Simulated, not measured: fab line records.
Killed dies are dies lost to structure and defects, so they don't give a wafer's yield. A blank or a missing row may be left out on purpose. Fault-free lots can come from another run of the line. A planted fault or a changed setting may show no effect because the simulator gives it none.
Comparing a struck lot with a sound one ; flow sky130 ; 15 steps out of a route of 708
Sound: these wafers, L434.3, L434.4, L434.6. Struck: wafers L440.2, L440.5, L440.6. The cause is given at the end.
At each step with rows: each side's tool, then ch and its chambers, then its first start. Under that, the readings that differ: sound wafers ; struck wafers ; difference of the means ; sigmas: that difference in standard deviations of wafers without a fault.
alike: readings with means less than 2 such deviations apart, plus words and numbers identical on both sides. not compared: withheld readings, readings lacking a value on some wafer, bounds such as >300 that could conceal the same value, and numbers that have no deviation in the record and whose values overlap.
Wherever a step has rows on one side only, a row that says differs or no value, or a row with sigmas, the two part there. When numbers do not overlap yet have no deviation, they are printed without sigmas and do not part them. Lack of a reading on every wafer of one side parts them only where that side has two or more wafers.

first, 7 steps without rows for these wafers: SKY_METAL2_HMDS_08 (prime time 60 s); SKY_METAL2_COAT_09 (resist thk 60 nm); SKY_METAL2_COAT_10 (resist thk 450 nm); SKY_METAL2_SOFTBAKE_11 (time 90 s); SKY_METAL2_EXPOSE_12 (exposes mask MM2, target cd 140 nm); SKY_METAL2_PEB_13; SKY_METAL2_DEVELOP_14 (develop time 60 s).
SKY_METAL2_CD_MEAS_15: the cd target is 140 nm.
  sound on cdSem-02 at day 35 22:28; struck on cdSem-01 at day 37 20:51
  alike: cdNm
SKY_METAL2_OVL_MEAS_16:
  sound on overlay-02 at day 35 22:33; struck on overlay-01 at day 37 20:57
  alike: METAL2_OVL
SKY_METAL2_DESCUM_17: chemistry O2, time 8 s.
  sound on rieMetal-01 ch 0,1, day 35 22:35; struck on rieMetal-02 ch 0, day 37 20:59
  alike: chamberPressureMTorr, drypumpMotorCurrentA, oesProductAu, tempC
  not compared: rfHoursCounterH
SKY_METAL2_ETCH_18: etches BARC in N2/H2, stops on SiO2, time 45.9 s, target depth 60 nm.
  sound on rieMetal-01 ch 0,1, day 35 22:38; struck on rieMetal-02 ch 0, day 37 21:04
reading;sound;struck;difference;sigmas
oesProductAu (a.u.);0.857 0.856 0.846;0.867 0.862 0.860;+0.010;+2
  alike: chamberPressureMTorr, drypumpMotorCurrentA, h2FlowSccm, throttleValvePct
  not compared: rfHoursCounterH
SKY_METAL2_METAL_ETCH_19: etches the open film in Cl2/BCl3, stops on SiO2, target depth 360 nm, time 78 s.
  sound on rieMetal-01 ch 0,1, day 35 22:42; struck on rieMetal-02 ch 0, day 37 21:12
  alike: chamberPressureMTorr, drypumpMotorCurrentA, oesProductAu, throttleValvePct
  not compared: rfHoursCounterH
SKY_METAL2_STRIP_20: strips in O2/N2.
  sound on plasmaAsher-01 ch 0,1, day 35 22:47; struck on plasmaAsher-03 ch 0,1, day 37 21:21
  no value came back on the struck wafers for chamberPressureMTorr (mTorr), drypumpMotorCurrentA (A), oesProductAu (a.u.), stripTimeToEndpointS (s); on the sound wafers chamberPressureMTorr (mTorr) reads 1499.3 1499.2 1500.0
reading;sound;struck;difference;sigmas
model.KrF-thick_of_METAL2_COAT_10.thkNm (nm);0 0 0;155.6 155.7 156.1;+155.8;
  not compared: rfHoursCounterH
then, 1 step without rows for these wafers: SKY_METAL2_STRIP_21 (strips in post etch residue remover, time 1200 s).
-- the record jumps here: 10 days lie between the struck wafers' starts before and after (it left off in module METAL2 and takes up again in module PAD_OPEN, whose first step shown is number 708 of the route) --
SKY_PAD_OPEN_PROBE_99:
  sound on prober-02 at day 46 10:50; struck on prober-02 at day 47 19:15
reading;sound;struck;difference;sigmas
defectLimitedYield (%);80.7 87.8 83.5;0.2 0.6 1.0;-83.4;-38
killed_at_M0_to_M3;54 33 38;455 460 459;+416;+54
killedDies;95 60 81;491 489 487;+410;+37
killedOnRim;13 12 14;96 93 96;+82;+22
sort_bin_5_function (%);11.4 8.7 10.2;94.1 93.5 94.5;+83.9;+52
sortNPass;397 432 411;1 3 5;-410;-37
sortYieldPct (%);80.7 87.8 83.5;0.2 0.6 1.0;-83.4;-38
  alike: killed_at_M4_up, killedAtContacts, killedAtFrontEnd, killedAtOther, killedOpen, killedShort, sort_bin_3_pad_short, sort_bin_6_memory

## WHERE THEY PART
First at SKY_METAL2_ETCH_18; last, within this record, at SKY_PAD_OPEN_PROBE_99.

WHY: whatever the simulator had introduced
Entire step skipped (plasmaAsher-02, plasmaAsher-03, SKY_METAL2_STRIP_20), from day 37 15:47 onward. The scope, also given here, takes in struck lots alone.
